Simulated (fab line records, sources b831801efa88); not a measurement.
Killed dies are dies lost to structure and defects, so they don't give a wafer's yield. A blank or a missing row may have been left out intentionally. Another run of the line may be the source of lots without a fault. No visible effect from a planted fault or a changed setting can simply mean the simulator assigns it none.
Matching of chambers :: flow sky130 :: cmp-01 running SKY_CONTACT_CMP_04: 4 sister chambers
The step polishes SiO2. 4 wafers are shown with their chamber, then 7 later ones without.

WAFERS WITH THEIR CHAMBER
wafer: L164.3
chamber: 2
motorCurrentA (A): 12.3

wafer: L166.1
chamber: 0
motorCurrentA (A): 10.8

wafer: L168.2
chamber: 3
motorCurrentA (A): 11.6

wafer: L168.3
chamber: 1
motorCurrentA (A): 13.1

WAFERS WHOSE CHAMBER IS MISSING
wafer: L168.4
motorCurrentA (A): 12.2

wafer: L175.1
motorCurrentA (A): 12.5

wafer: L175.5
motorCurrentA (A): 10.6

wafer: L175.6
motorCurrentA (A): 12.0

wafer: L177.3
motorCurrentA (A): 11.1

wafer: L177.5
motorCurrentA (A): 11.1

wafer: L177.6
motorCurrentA (A): 11.2

WHICH CHAMBER EACH WENT THROUGH
wafer: L168.4
from the rows above: can't be placed: 2 or 3
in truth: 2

wafer: L175.1
from the rows above: can't be placed: 2 or 1
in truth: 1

wafer: L175.5
from the rows above: 0
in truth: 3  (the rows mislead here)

wafer: L175.6
from the rows above: can't be placed: 2 or 3
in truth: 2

wafer: L177.3
from the rows above: can't be placed: 0 or 3
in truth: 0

wafer: L177.5
from the rows above: can't be placed: 0 or 3
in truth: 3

wafer: L177.6
from the rows above: can't be placed: 0 or 3
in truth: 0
0 of 7 placed correctly. Not placeable from these rows: 6 (in 6, the candidates include the true chamber). Placed wrongly: 1.
How it was worked out, from the rows above alone: a wafer's distance from a chamber is the root of the sum, over the readings, of the square of ((its reading less the chamber's mean) divided by the reading's scatter). The wafer belongs to the nearest chamber; if the next one is less than 2 further off, it can't be placed. A chamber's mean is the mean of its shown wafers. The scatter (one wafer shown for each chamber): square how far every hidden wafer sits from the nearest shown wafer, average those squares and take the square root.
